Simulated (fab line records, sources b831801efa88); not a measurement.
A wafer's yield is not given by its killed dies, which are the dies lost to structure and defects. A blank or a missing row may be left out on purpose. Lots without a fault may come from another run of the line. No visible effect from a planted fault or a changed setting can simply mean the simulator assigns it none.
fab line records	flow sky130
[record] lots = 13	wafers = 39	last_day = 50
route steps=708 shown LI_CONTACT@383 VIA4@651 METAL5@667 PASSIVATION@693 PAD_OPEN@708
lots with no fault: from the same line, run without faults
start_h: hours from the record's opening day to when the first of the lot's shown wafers began	wait_h: hours elapsed since this lot's preceding step	" as in the row above	L1.1+2: several wafers, shown together as one row	- value missing, or start not given	* or withheld: withheld	< > ~ a bound
route shown NAME@n: names a module that has steps shown in the file, with the first one's number in the route	usual: mean and standard deviation over wafers with no fault	same: alike in all rows	chamber/n: place in a boat	sites: the reading at each site	_std_site: how widely they spread, as a standard deviation	_edge_site: outer sites' mean less inner sites'	radius_mm: for every site, how far away it sits from the centre of the wafer	mask NAME#n: copy n	behind: the tool/chamber that last shaped the wafer	hold: why the lot went on hold/how many hours it stayed there/how the hold came to an end	device: which transistor (n, p or np) failed to switch	end of line: the tests these same wafers got at the end of their route	step lacking rows: just its recipe	killed: the dies lost at the first sort to structure and to defects; this is not the yield of the wafer	map: per-die view of a wafer (x killed, . not killed, _ where there is no die)
set.NAME: the setting the step ran with; set.NAME@STEP: the setting that earlier step ran with	model.NAME: the simulator's own value behind a step, which no gauge read
a sample of lots followed through the steps of the route, with each step as a table and each wafer as a row
services: the hour from which a tool's chamber was out of use, counted from the record's first day as start_h (under 0 if before that day), plus the number of hours and why
[[steps]]
[step SKY_LI_CONTACT_CVD_21]
[recipe] material = W	target_thk_nm = 400	time_s = 120.56	temp_c = 400	pressure_torr = 40
[usual] heater_power_outer_w = 485/18	heater_power_w = 822/43
lot.wafer	tool	chamber	start_h	wait_h	heater_power_outer_w	heater_power_w
L341.1	cvd_w-01	0	686.29	0.0	505	757
L341.2	"	1	"	"	497	804
L341.4	"	1	"	"	486	829
L342.2	cvd_w-02	1	689.24	0.0	452	798
L342.3	"	1	"	"	460	786
L342.4	"	0	"	"	491	873
L344.1	cvd_w-01	1	706.77	0.0	480	826
L344.5	"	0	"	"	506	761
L344.6	"	1	"	"	486	804
L346.1	cvd_w-02	0	721.12	0.0	508	896
L346.2	"	1	"	"	468	785
L346.5	"	1	"	"	454	789
L350.2	cvd_w-01	0	755.67	0.0	497	781
L350.4	"	0	"	"	490	774
L350.6	"	0	"	"	489	781
L351.2	cvd_w-01	0	765.94	0.0	505	777
L351.5	"	0	"	"	507	793
L351.6	"	1	"	"	497	836
L352.2	cvd_w-02	0	773.07	0.0	505	890
L352.4	"	0	"	"	501	874
L352.6	"	1	"	"	452	771
L353.2	cvd_w-02	0	806.22	0.0	497	883
L353.4	"	0	"	"	506	885
L353.5	"	1	"	"	451	781
L359.2	cvd_w-02	0	813.52	0.0	491	904
L359.5	"	0	"	"	502	878
L359.6	"	1	"	"	453	785
L360.1	cvd_w-01	1	824.62	0.0	485	811
L360.4	"	0	"	"	502	783
L360.6	"	0	"	"	493	766
L361.1	cvd_w-01	1	837.54	0.0	497	825
L361.2	"	0	"	"	483	791
L361.5	"	0	"	"	492	796
L362.2	cvd_w-01	1	849.57	0.0	487	819
L362.4	"	1	"	"	491	823
L362.5	"	1	"	"	495	832
L363.2	cvd_w-02	1	850.70	0.0	464	799
L363.4	"	0	"	"	505	886
L363.6	"	0	"	"	500	881
[step SKY_VIA4_ETCH_12]
[recipe] target = SiO2	chemistry = C4F8/O2/Ar	stop_on = TiN	mask_material = NOVOLAK	source_w = 1500	bias_w = 1200	pressure_mtorr = 40	c4f8_flow_sccm = withheld	O2_flow_sccm = 6	Ar_flow_sccm = 300	time_s = withheld	target_depth_a = 5800
[usual] oes_product_au = 0.926/0.0047
lot.wafer	tool	chamber	start_h	wait_h	oes_product_au
L341.1	rie_diel-01	3	1013.19	0.0	0.926
L341.2	"	2	"	"	0.924
L341.4	"	1	"	"	0.918
L342.2	rie_diel-02	0	1015.72	0.0	0.928
L342.3	"	1	"	"	0.924
L342.4	"	2	"	"	0.929
L344.1	rie_diel-02	1	1030.69	0.0	0.927
L344.5	"	0	"	"	0.930
L344.6	"	3	"	"	0.929
L346.1	rie_diel-02	2	1042.74	0.0	0.926
L346.2	"	1	"	"	0.920
L346.5	"	0	"	"	0.925
L350.2	rie_diel-01	1	1069.65	0.0	0.917
L350.4	"	1	"	"	0.934
L350.6	"	2	"	"	0.928
L351.2	rie_diel-02	2	1078.37	0.0	0.933
L351.5	"	2	"	"	0.934
L351.6	"	3	"	"	0.928
L352.2	rie_diel-01	3	1079.82	0.0	0.927
L352.4	"	2	"	"	0.931
L352.6	"	2	"	"	0.922
L353.2	rie_diel-02	0	1107.60	0.0	0.927
L353.4	"	2	"	"	0.932
L353.5	"	1	"	"	0.929
L359.2	rie_diel-02	1	1116.20	0.0	0.934
L359.5	"	2	"	"	0.934
L359.6	"	3	"	"	0.934
L360.1	rie_diel-02	1	1122.17	0.0	0.921
L360.4	"	0	"	"	0.924
L360.6	"	2	"	"	0.924
L361.1	rie_diel-03	0	1134.02	0.0	0.929
L361.2	"	3	"	"	0.929
L361.5	"	2	"	"	0.934
L363.2	rie_diel-03	2	1141.32	0.0	0.923
L363.4	"	1	"	"	0.930
L363.6	"	0	"	"	0.926
L362.2	rie_diel-01	1	1141.35	0.0	0.925
L362.4	"	0	"	"	0.919
L362.5	"	2	"	"	0.924
[step SKY_METAL5_THK_MEAS_06]
[recipe] thk_meas_gauge = xrf	reads = AlCu_of_METAL5_SPUTTER_02
[usual] METAL5_ALCU_THK = 1174/13
lot.wafer	tool	chamber	start_h	wait_h	METAL5_ALCU_THK[nm]
L341.1	film_metro-04	-	1014.84	0.1	1176
L341.2	"	-	"	"	1170
L341.4	"	-	"	"	1174
L342.2	film_metro-02	-	1017.37	0.1	1165
L342.3	"	-	"	"	1163
L342.4	"	-	"	"	1157
L344.1	film_metro-03	-	1032.39	0.1	1175
L344.5	"	-	"	"	1178
L344.6	"	-	"	"	1178
L346.1	film_metro-02	-	1044.39	0.1	1179
L346.2	"	-	"	"	1169
L346.5	"	-	"	"	1170
L350.2	film_metro-02	-	1071.44	0.1	1188
L350.4	"	-	"	"	1177
L350.6	"	-	"	"	1181
L351.2	film_metro-03	-	1080.13	0.1	1167
L351.5	"	-	"	"	1192
L351.6	"	-	"	"	1188
L352.2	film_metro-02	-	1081.60	0.1	1182
L352.4	"	-	"	"	1172
L352.6	"	-	"	"	1173
L353.2	film_metro-03	-	1109.29	0.1	1173
L353.4	"	-	"	"	1166
L353.5	"	-	"	"	1173
L359.2	film_metro-04	-	1117.85	0.1	1193
L359.5	"	-	"	"	1179
L359.6	"	-	"	"	1193
L360.1	film_metro-04	-	1123.87	0.1	1179
L360.4	"	-	"	"	1195
L360.6	"	-	"	"	1184
L361.1	film_metro-03	-	1135.66	0.1	1165
L361.2	"	-	"	"	1176
L361.5	"	-	"	"	1162
L363.2	film_metro-03	-	1143.01	0.1	1170
L363.4	"	-	"	"	1173
L363.6	"	-	"	"	1177
L362.2	film_metro-02	-	1143.19	0.1	1179
L362.4	"	-	"	"	1162
L362.5	"	-	"	"	1167
[step SKY_PASSIVATION_STRIP_12]
[recipe] chemistry = O2/N2	power_w = 1400	pressure_mtorr = 1500	platen_temp_c = withheld	overash_fraction = 0.7	o2_flow_sccm = 3000	n2_flow_sccm = 300
[usual] drypump_motor_current_A = 5.8/0.46	oes_product_au = 0.660/0.0048	strip_time_to_endpoint_s = 31.55/0.11
lot.wafer	tool	chamber	start_h	wait_h	drypump_motor_current_A	oes_product_au	rf_hours_counter_h	strip_time_to_endpoint_s
L341.1	plasma_asher-02	1	1061.36	0.1	6.5	0.659	26	31.70
L341.2	"	0	"	"	5.1	0.656	26	31.77
L341.4	"	1	"	"	6.4	0.664	-	31.78
L342.2	plasma_asher-03	1	1062.99	0.1	6.3	0.658	98	31.54
L342.3	"	0	"	"	5.2	0.660	-	31.54
L342.4	"	1	"	"	6.3	0.664	-	31.51
L344.1	plasma_asher-04	1	1076.74	0.1	5.7	0.653	63	31.59
L344.5	"	0	"	"	5.9	0.663	-	31.55
L344.6	"	1	"	"	5.8	0.663	-	31.66
L346.1	plasma_asher-03	0	1086.67	0.1	5.3	0.663	100	31.56
L346.2	"	1	"	"	6.3	0.662	100	31.53
L346.5	"	1	"	"	6.3	0.662	-	31.44
L350.2	plasma_asher-04	1	1113.97	0.1	5.7	0.655	67	31.59
L350.4	"	0	"	"	5.9	0.657	-	31.63
L350.6	"	0	"	"	5.9	0.659	-	31.55
L351.2	plasma_asher-02	0	1120.97	0.1	5.1	0.669	32	31.40
L351.5	"	0	"	"	5.1	0.667	-	31.37
L351.6	"	1	"	"	6.4	0.664	-	31.38
L352.2	plasma_asher-04	1	1122.97	0.1	5.7	0.657	68	31.54
L352.4	"	0	"	"	5.9	0.660	-	31.58
L352.6	"	1	"	"	5.7	0.661	-	31.51
L353.2	plasma_asher-03	0	1147.84	0.1	5.2	0.664	105	31.55
L353.4	"	0	"	"	5.2	0.659	-	31.38
L353.5	"	0	"	"	5.2	0.659	-	31.46
L359.2	plasma_asher-03	1	1155.64	0.1	6.3	0.656	106	31.59
L359.5	"	1	"	"	6.3	0.663	-	31.65
L359.6	"	0	"	"	5.2	0.667	-	31.55
L360.1	plasma_asher-03	1	1161.59	0.1	6.3	0.664	106	31.54
L360.4	"	1	"	"	6.3	0.665	-	31.49
L360.6	"	1	"	"	6.3	0.651	-	31.45
L361.1	plasma_asher-02	0	1173.32	0.1	5.1	0.665	36	31.54
L361.2	"	1	"	"	6.4	0.657	36	31.69
L361.5	"	0	"	"	5.1	0.666	-	31.70
L363.2	plasma_asher-03	0	1179.79	0.1	5.2	0.663	108	31.43
L363.4	"	0	"	"	5.2	0.663	-	31.40
L363.6	"	1	"	"	6.2	0.664	-	31.48
L362.2	plasma_asher-04	0	1180.14	0.1	5.9	0.659	74	31.62
L362.4	"	1	"	"	5.7	0.659	-	31.66
L362.5	"	0	"	"	5.9	0.654	-	31.71
[step SKY_PAD_OPEN_PROBE_99]
[usual] killed_at_M0_to_M3 = 42/6.8	killed_at_M4_up = 3.2/1.8	killed_at_contacts = 25/5.4	killed_at_front_end = 15/4.5	killed_at_other = 0.3/0.56	killed_dies = 85/9.7	killed_open = 46/7.1	killed_short = 39/6.5
[same] gross_dies = 492	killed_at_back_side = 0
lot.wafer	tool	chamber	start_h	wait_h	killed_at_M0_to_M3	killed_at_M4_up	killed_at_contacts	killed_at_front_end	killed_at_other	killed_dies	killed_open	killed_short
L341.1	prober-02	-	1084.68	0.1	40	2	11	12	0	65	35	30
L341.2	prober-02	-	1084.73	0.1	43	2	17	7	1	70	40	30
L341.4	prober-02	-	1084.83	0.2	42	5	17	11	0	75	37	38
L342.2	prober-01	-	1086.53	0.1	46	3	22	14	1	86	43	43
L342.3	prober-01	-	1086.58	0.2	42	4	27	12	0	85	33	52
L342.4	prober-01	-	1086.63	0.2	37	5	22	23	0	87	47	40
L344.1	prober-01	-	1098.78	0.1	34	8	22	21	0	85	41	44
L344.5	prober-01	-	1098.98	0.2	28	2	20	15	0	65	31	33
L344.6	prober-01	-	1099.03	0.2	54	2	18	13	0	87	42	45
L346.1	prober-01	-	1109.32	0.1	43	1	22	8	0	74	40	34
L346.2	prober-01	-	1109.37	0.1	31	4	24	14	1	74	42	32
L346.5	prober-01	-	1109.52	0.2	48	3	20	6	0	77	44	33
L350.2	prober-01	-	1135.58	0.1	45	5	63	14	0	127	51	31
L350.4	prober-01	-	1135.68	0.2	38	3	75	9	1	126	42	35
L350.6	prober-01	-	1135.78	0.2	39	4	70	22	1	136	38	50
L351.2	prober-02	-	1141.94	0.1	34	2	70	11	1	118	44	28
L351.5	prober-02	-	1142.09	0.2	40	7	70	18	0	135	43	43
L351.6	prober-02	-	1142.14	0.2	38	1	24	13	0	76	45	31
L352.2	prober-01	-	1143.14	0.1	37	3	36	17	0	93	59	34
L352.4	prober-01	-	1143.24	0.2	29	3	31	17	0	80	39	41
L352.6	prober-01	-	1143.34	0.2	41	2	22	18	0	83	45	38
L353.2	prober-01	-	1168.21	0.1	51	3	25	14	0	93	54	39
L353.4	prober-01	-	1168.31	0.2	43	1	35	19	0	98	53	45
L353.5	prober-01	-	1168.36	0.2	44	4	22	11	0	81	48	33
L359.2	prober-01	-	1176.28	0.1	39	0	16	11	0	66	42	24
L359.5	prober-01	-	1176.43	0.2	35	2	17	16	0	70	39	30
L359.6	prober-01	-	1176.48	0.2	46	0	31	16	0	93	57	36
L360.1	prober-01	-	1181.42	0.1	42	1	25	17	0	85	49	36
L360.4	prober-01	-	1181.57	0.2	28	3	23	9	1	64	39	25
L360.6	prober-01	-	1181.67	0.2	32	2	21	11	0	66	27	39
L361.1	prober-02	-	1190.62	0.1	38	2	21	10	0	71	40	31
L361.2	prober-02	-	1190.67	0.1	47	2	29	12	1	91	35	56
L361.5	prober-02	-	1190.82	0.2	40	6	15	22	2	85	45	40
L363.2	prober-01	-	1197.44	0.1	42	1	26	20	1	90	54	35
L363.4	prober-01	-	1197.54	0.2	42	0	19	12	1	74	34	38
L363.6	prober-01	-	1197.64	0.2	44	2	28	18	0	92	57	34
L362.2	prober-02	-	1198.09	0.1	34	3	30	26	0	93	50	43
L362.4	prober-02	-	1198.19	0.2	44	0	28	13	0	85	51	34
L362.5	prober-02	-	1198.24	0.2	42	1	27	18	0	88	46	42
// killed by level:class
L341.1 VIA3:geometric_particle:open=10 VIA1:geometric_particle:open=9 METAL1:geometric_particle:short=8 FIELD_ISO:geometric_particle:short=6 LI_CONTACT:geometric_particle:open=5 VIA2:geometric_particle:open=4 POLY_GATE:geometric_particle:short=3 CONTACT:geometric_particle:open=3
L341.2 VIA1:geometric_particle:open=8 VIA2:geometric_particle:open=7 VIA1:geometric_particle:short=6 CONTACT:geometric_particle:open=5 CONTACT:geometric_particle:short=5 VIA3:geometric_particle:open=5 LI_CONTACT:geometric_particle:open=4 VIA3:geometric_particle:short=4
L341.4 VIA1:geometric_particle:open=8 VIA2:geometric_particle:open=6 CONTACT:geometric_particle:open=5 METAL2:geometric_particle:short=5 VIA3:geometric_particle:open=5 LI_CONTACT:geometric_particle:open=4 LOCAL_INTERCONNECT:geometric_particle:short=4 METAL1:geometric_particle:short=4
L342.2 CONTACT:geometric_particle:open=10 METAL1:geometric_particle:short=8 VIA1:geometric_particle:open=8 METAL2:geometric_particle:short=8 VIA3:geometric_particle:open=7 LOCAL_INTERCONNECT:geometric_particle:short=4 VIA2:geometric_particle:short=4 FIELD_ISO:geometric_particle:open=3
L342.3 LI_CONTACT:geometric_particle:open=8 METAL2:geometric_particle:short=8 METAL3:geometric_particle:short=7 LI_CONTACT:geometric_particle:short=5 CONTACT:geometric_particle:open=5 CONTACT:geometric_particle:short=5 VIA2:geometric_particle:open=5 LOCAL_INTERCONNECT:geometric_particle:short=4
L342.4 POLY_GATE:geometric_particle:short=7 CONTACT:geometric_particle:open=7 CONTACT:geometric_particle:short=7 LI_CONTACT:geometric_particle:open=6 VIA1:geometric_particle:open=6 METAL2:geometric_particle:open=6 VIA3:geometric_particle:open=6 FIELD_ISO:geometric_particle:open=5
L344.1 FIELD_ISO:geometric_particle:open=11 LI_CONTACT:geometric_particle:open=6 VIA1:geometric_particle:open=6 CONTACT:geometric_particle:open=5 METAL1:geometric_particle:short=5 METAL4:geometric_particle:short=5 VIA2:geometric_particle:open=5 FIELD_ISO:geometric_particle:short=4
L344.5 VIA1:geometric_particle:open=10 CONTACT:geometric_particle:open=7 METAL2:geometric_particle:short=6 LOCAL_INTERCONNECT:geometric_particle:short=5 FIELD_ISO:geometric_particle:open=4 POLY_GATE:geometric_particle:open=3 LI_CONTACT:geometric_particle:short=3 CONTACT:geometric_particle:short=3
L344.6 METAL2:geometric_particle:short=10 VIA2:geometric_particle:open=9 VIA3:geometric_particle:open=9 VIA1:geometric_particle:open=8 FIELD_ISO:geometric_particle:short=5 LI_CONTACT:geometric_particle:open=5 CONTACT:geometric_particle:short=5 METAL3:geometric_particle:short=4
L346.1 VIA3:geometric_particle:open=14 VIA1:geometric_particle:open=10 CONTACT:geometric_particle:open=8 CONTACT:geometric_particle:short=6 LI_CONTACT:geometric_particle:open=6 VIA2:geometric_particle:short=6 POLY_GATE:geometric_particle:short=5 METAL2:geometric_particle:short=5
L346.2 CONTACT:geometric_particle:open=13 LI_CONTACT:geometric_particle:open=6 VIA1:geometric_particle:short=6 POLY_GATE:geometric_particle:short=5 VIA1:geometric_particle:open=5 FIELD_ISO:geometric_particle:open=4 VIA2:geometric_particle:open=4 VIA3:geometric_particle:open=4
L346.5 VIA1:geometric_particle:open=9 METAL2:geometric_particle:short=8 VIA3:geometric_particle:open=8 CONTACT:geometric_particle:open=7 LI_CONTACT:geometric_particle:open=5 METAL1:geometric_particle:short=5 VIA2:geometric_particle:short=4 VIA2:geometric_particle:open=4
L350.2 LI_CONTACT:unspecified=45 VIA3:geometric_particle:open=10 VIA1:geometric_particle:open=9 LI_CONTACT:geometric_particle:open=7 CONTACT:geometric_particle:open=5 METAL2:geometric_particle:short=5 VIA2:geometric_particle:open=5 FIELD_ISO:geometric_particle:open=4
L350.4 LI_CONTACT:unspecified=49 VIA1:geometric_particle:open=10 CONTACT:geometric_particle:open=8 VIA3:geometric_particle:open=7 LI_CONTACT:geometric_particle:open=7 METAL2:geometric_particle:short=6 VIA2:geometric_particle:open=5 LOCAL_INTERCONNECT:geometric_particle:short=4
L350.6 LI_CONTACT:unspecified=48 POLY_GATE:geometric_particle:short=7 VIA3:geometric_particle:open=7 LI_CONTACT:geometric_particle:open=6 METAL2:geometric_particle:short=6 FIELD_ISO:geometric_particle:short=5 CONTACT:geometric_particle:open=5 VIA1:geometric_particle:short=5
L351.2 LI_CONTACT:unspecified=46 VIA1:geometric_particle:open=13 CONTACT:geometric_particle:open=9 VIA2:geometric_particle:open=6 LI_CONTACT:geometric_particle:open=5 LOCAL_INTERCONNECT:geometric_particle:short=5 VIA2:geometric_particle:short=4 CONTACT:geometric_particle:short=4
L351.5 LI_CONTACT:unspecified=49 VIA1:geometric_particle:open=13 CONTACT:geometric_particle:open=7 POLY_GATE:geometric_particle:open=6 METAL2:geometric_particle:short=5 VIA3:geometric_particle:short=5 METAL4:geometric_particle:short=5 FIELD_ISO:geometric_particle:open=4
L351.6 CONTACT:geometric_particle:open=11 VIA3:geometric_particle:open=10 VIA2:geometric_particle:open=8 VIA1:geometric_particle:open=6 CONTACT:geometric_particle:short=5 POLY_GATE:geometric_particle:open=4 LI_CONTACT:geometric_particle:open=4 LOCAL_INTERCONNECT:geometric_particle:short=4
L352.2 CONTACT:geometric_particle:open=16 LI_CONTACT:geometric_particle:open=10 VIA3:geometric_particle:open=10 VIA1:geometric_particle:open=7 POLY_GATE:geometric_particle:short=6 POLY_GATE:geometric_particle:open=5 METAL1:geometric_particle:short=5 LOCAL_INTERCONNECT:geometric_particle:short=5
L352.4 CONTACT:geometric_particle:open=9 LI_CONTACT:geometric_particle:open=7 CONTACT:geometric_particle:short=7 LOCAL_INTERCONNECT:geometric_particle:short=6 VIA3:geometric_particle:open=6 VIA1:geometric_particle:open=5 FIELD_ISO:geometric_particle:short=4 METAL1:geometric_particle:short=4
L352.6 VIA3:geometric_particle:open=11 CONTACT:geometric_particle:open=10 FIELD_ISO:geometric_particle:short=6 VIA2:geometric_particle:open=6 METAL3:geometric_particle:short=6 FIELD_ISO:geometric_particle:open=5 METAL1:geometric_particle:short=5 VIA1:geometric_particle:open=4
L353.2 VIA1:geometric_particle:open=10 METAL1:geometric_particle:short=9 VIA2:geometric_particle:open=9 LI_CONTACT:geometric_particle:open=8 CONTACT:geometric_particle:open=7 VIA3:geometric_particle:open=7 LOCAL_INTERCONNECT:geometric_particle:short=5 FIELD_ISO:geometric_particle:open=4
L353.4 LI_CONTACT:geometric_particle:open=12 VIA1:geometric_particle:open=9 CONTACT:geometric_particle:open=9 VIA2:geometric_particle:open=8 FIELD_ISO:geometric_particle:short=7 CONTACT:geometric_particle:short=7 VIA3:geometric_particle:open=6 METAL2:geometric_particle:short=4
L353.5 VIA3:geometric_particle:open=10 CONTACT:geometric_particle:open=9 LI_CONTACT:geometric_particle:open=6 VIA1:geometric_particle:open=6 VIA2:geometric_particle:open=5 METAL3:geometric_particle:short=4 VIA1:geometric_particle:short=4 METAL2:geometric_particle:short=4
L359.2 VIA1:geometric_particle:open=9 LI_CONTACT:geometric_particle:open=7 VIA2:geometric_particle:open=7 CONTACT:geometric_particle:open=5 FIELD_ISO:geometric_particle:short=4 POLY_GATE:geometric_particle:open=4 VIA1:geometric_particle:short=4 METAL2:geometric_particle:short=4
L359.5 CONTACT:geometric_particle:open=7 VIA1:geometric_particle:open=7 VIA2:geometric_particle:open=6 VIA3:geometric_particle:open=6 FIELD_ISO:geometric_particle:short=5 METAL2:geometric_particle:short=5 LI_CONTACT:geometric_particle:open=4 LOCAL_INTERCONNECT:geometric_particle:short=4
L359.6 VIA1:geometric_particle:open=14 CONTACT:geometric_particle:open=12 VIA2:geometric_particle:open=8 LI_CONTACT:geometric_particle:open=7 VIA3:geometric_particle:open=6 LOCAL_INTERCONNECT:geometric_particle:short=5 FIELD_ISO:geometric_particle:short=4 FIELD_ISO:geometric_particle:open=4
L360.1 CONTACT:geometric_particle:open=12 VIA1:geometric_particle:open=12 LI_CONTACT:geometric_particle:open=7 FIELD_ISO:geometric_particle:short=6 VIA3:geometric_particle:open=6 METAL2:geometric_particle:short=6 VIA1:geometric_particle:short=5 VIA2:geometric_particle:open=5
L360.4 CONTACT:geometric_particle:open=8 VIA1:geometric_particle:open=7 LI_CONTACT:geometric_particle:open=6 LI_CONTACT:geometric_particle:short=4 METAL1:geometric_particle:short=4 VIA2:geometric_particle:open=4 LOCAL_INTERCONNECT:geometric_particle:short=3 METAL2:geometric_particle:short=3
L360.6 METAL1:geometric_particle:short=10 CONTACT:geometric_particle:open=9 LI_CONTACT:geometric_particle:open=5 VIA1:geometric_particle:open=5 VIA2:geometric_particle:short=4 POLY_CUT:geometric_particle:short=3 METAL2:geometric_particle:short=3 LOCAL_INTERCONNECT:geometric_particle:short=3
L361.1 VIA1:geometric_particle:open=10 METAL1:geometric_particle:short=10 FIELD_ISO:geometric_particle:open=7 LI_CONTACT:geometric_particle:open=7 CONTACT:geometric_particle:open=7 VIA3:geometric_particle:open=5 VIA1:geometric_particle:short=4 METAL2:geometric_particle:short=3
L361.2 LI_CONTACT:geometric_particle:open=8 VIA3:geometric_particle:short=8 METAL2:geometric_particle:short=7 CONTACT:geometric_particle:open=7 CONTACT:geometric_particle:short=6 VIA1:geometric_particle:short=6 LOCAL_INTERCONNECT:geometric_particle:short=5 METAL1:geometric_particle:short=5
L361.5 POLY_GATE:geometric_particle:open=9 VIA3:geometric_particle:open=9 VIA1:geometric_particle:open=7 VIA1:geometric_particle:short=7 CONTACT:geometric_particle:open=6 FIELD_ISO:geometric_particle:open=5 METAL1:geometric_particle:short=5 METAL4:geometric_particle:short=5
L363.2 VIA1:geometric_particle:open=14 VIA2:geometric_particle:open=9 CONTACT:geometric_particle:open=8 LI_CONTACT:geometric_particle:open=8 CONTACT:geometric_particle:short=6 METAL1:geometric_particle:short=6 FIELD_ISO:geometric_particle:open=5 POLY_GATE:geometric_particle:short=5
L363.4 VIA1:geometric_particle:open=8 METAL1:geometric_particle:short=6 VIA2:geometric_particle:short=6 FIELD_ISO:geometric_particle:open=5 LI_CONTACT:geometric_particle:open=5 VIA1:geometric_particle:short=5 LI_CONTACT:geometric_particle:short=4 CONTACT:geometric_particle:short=4
L363.6 LI_CONTACT:geometric_particle:open=11 CONTACT:geometric_particle:open=10 VIA3:geometric_particle:open=9 POLY_GATE:geometric_particle:short=7 VIA1:geometric_particle:open=7 VIA1:geometric_particle:short=7 VIA2:geometric_particle:open=5 POLY_GATE:geometric_particle:open=4
L362.2 FIELD_ISO:geometric_particle:short=10 VIA1:geometric_particle:open=9 CONTACT:geometric_particle:open=9 LI_CONTACT:geometric_particle:open=7 FIELD_ISO:geometric_particle:open=6 METAL2:geometric_particle:short=6 CONTACT:geometric_particle:short=5 VIA3:geometric_particle:open=5
L362.4 VIA1:geometric_particle:open=13 LI_CONTACT:geometric_particle:open=12 VIA2:geometric_particle:open=7 LOCAL_INTERCONNECT:geometric_particle:short=6 CONTACT:geometric_particle:open=6 FIELD_ISO:geometric_particle:short=5 VIA3:geometric_particle:open=5 FIELD_ISO:geometric_particle:open=4
L362.5 VIA1:geometric_particle:open=12 FIELD_ISO:geometric_particle:open=7 LI_CONTACT:geometric_particle:open=7 LI_CONTACT:geometric_particle:short=6 METAL2:geometric_particle:short=5 LOCAL_INTERCONNECT:geometric_particle:short=5 CONTACT:geometric_particle:open=5 METAL1:geometric_particle:short=5
[[services]]
tool	chamber	start_h	hours	kind
cvd_w-01	-	664.26	1.4	repair
cvd_w-02	1	701.88	2.7	repair
rie_diel-02	0	734.77	2.6	repair
rie_diel-02	-	766.01	2.8	pm
rie_diel-02	3	779.24	21.8	repair
plasma_asher-03	-	784.93	2.4	repair
rie_diel-02	1	786.98	3.2	repair
rie_diel-02	1	837.53	7.4	repair
cvd_w-01	-	882.08	0.3	repair
cvd_w-02	-	892.70	6.0	pm
cvd_w-02	-	904.00	14.0	pm
cvd_w-01	-	918.00	2.8	pm
rie_diel-02	2	935.33	3.2	repair
cvd_w-01	1	942.03	17.0	repair
rie_diel-02	1	963.45	19.8	repair
cvd_w-01	1	974.22	23.6	repair
cvd_w-02	0	1068.34	7.9	repair
rie_diel-02	3	1090.30	11.7	repair
rie_diel-02	-	1101.01	2.8	repair
cvd_w-02	-	1114.42	2.8	pm
plasma_asher-03	-	1125.95	10.0	pm
rie_diel-02	2	1128.01	2.8	repair
plasma_asher-03	-	1153.10	1.7	repair
rie_diel-02	2	1172.22	5.2	repair
[[key]]
[first_sign] step = SKY_PAD_OPEN_PROBE_99	reading = killed_at_contacts	direction = up	sigmas = 8.2	usual = 25	struck = 70
[effect] step = SKY_PAD_OPEN_PROBE_99	reading = killed_dies	direction = up	sigmas = 4.4	usual = 85	struck = 128
met_at SKY_LI_CONTACT_CVD_21
struck_lots L350,L351
struck_wafers L350.2,L350.4,L350.6,L351.2,L351.5
tester_left_out L350,L351
not_acting_at SKY_VIA4_ETCH_12,SKY_METAL5_THK_MEAS_06,SKY_PASSIVATION_STRIP_12
onset_between 706.77 755.67
[fault] kind = chamber_particle_source	tool = cvd_w-01	chamber = 0	onset_h = 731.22	steps = SKY_LI_CONTACT_CVD_21	rate_per_visit_cm2 = 0.55495	end_h = 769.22
// tester_left_out: of these lots the tester's yield and bins aren't shown, on N5 and GAA mostly nor the transistor test; their killed dies are dies lost to structure and defects alone, not to doping, threshold or leakage, so they don't give the yield
